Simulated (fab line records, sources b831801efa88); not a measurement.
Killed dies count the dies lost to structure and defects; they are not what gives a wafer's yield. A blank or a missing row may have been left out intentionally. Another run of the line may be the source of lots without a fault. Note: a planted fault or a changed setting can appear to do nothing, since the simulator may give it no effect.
A single fault, viewed from 2 desks | flow gf180mcu | each desk has only its own numbers; what lay behind them comes last

== THE TOOL OWNER'S DESK: rieSi-02 ==
The tool's own readings at GF_POLY_GATE_ETCH_13 (etches poly-Si in HBr/Cl2, stops on SiO2, target depth 198.5 nm, time 69.6 s): means of the sampled wafers that have a number, for each lot that ran on this tool. Any lot whose mean is over 4 standard deviations away from the usual mean is out of limits and marked OUT; that distance is given in the brackets.
Columns: A = drypumpMotorCurrentA at GF_POLY_GATE_ETCH_13, usual 5.5 A; B = oesProductAu at GF_POLY_GATE_ETCH_13, usual 0.987 a.u.; C = runLengthS at GF_POLY_GATE_ETCH_13, usual 97.7 s; D = throttleValvePct at GF_POLY_GATE_ETCH_13, usual 33.684 %
lot  | first seen here | A   | B     | C    | D
L693 | day 9 04:46     | 5.7 | 0.984 | 97.5 | 33.680
L694 | day 9 10:43     | 5.0 | 0.986 | 97.9 | 33.688
L696 | day 10 05:34    | 5.3 | 0.987 | 98.1 | 33.692
L697 | day 10 11:04    | 5.7 | 0.981 | 96.9 | 33.686
L698 | day 10 19:58    | 5.5 | 0.987 | 96.8 | 33.689
L699 | day 11 00:10    | 5.5 | 0.981 | 96.5 | 33.677
L708 | day 13 17:43    | 5.7 | 0.990 | 97.4 | 33.679
L710 | day 14 05:04    | 6.0 | 0.979 | 97.0 | 33.672
L713 | day 15 07:38    | 5.7 | 0.993 | 97.3 | 33.687
This desk found nothing out of limits on any of the 9 lots.

== THE METROLOGY DESK ==
Lot by lot, what the gauges showed, no matter which tool ran the lot: averages of those sampled wafers that carry a number. Any lot whose mean is over 4 standard deviations away from the usual mean is out of limits and marked OUT; that distance is given in the brackets.
Columns: A = HV_LDD_2_TW at GF_HV_LDD_TW_MEAS_23, usual 1049
lot  | first seen here | A
L693 | day 10 17:34    | 1053
L694 | day 11 00:02    | 1046
L696 | day 11 22:40    | 1048
L697 | day 12 05:20    | 1051
L698 | day 12 12:32    | 1050
L699 | day 12 17:28    | 1051
L708 | day 15 13:43    | 1056
L709 | day 16 01:40    | 1037
L710 | day 16 02:38    | 1036
L711 | day 16 12:08    | 1055
L713 | day 17 07:31    | 1054
L714 | day 17 16:35    | 1041
L716 | day 18 02:08    | 1051
This desk found nothing out of limits on any of the 13 lots.

== TAKEN TOGETHER ==
The desk of the tool owner found nothing out of limits.
From the metrology desk's view, nothing was out of limits.

== WHAT WAS PUT IN BY THE SIMULATOR ==
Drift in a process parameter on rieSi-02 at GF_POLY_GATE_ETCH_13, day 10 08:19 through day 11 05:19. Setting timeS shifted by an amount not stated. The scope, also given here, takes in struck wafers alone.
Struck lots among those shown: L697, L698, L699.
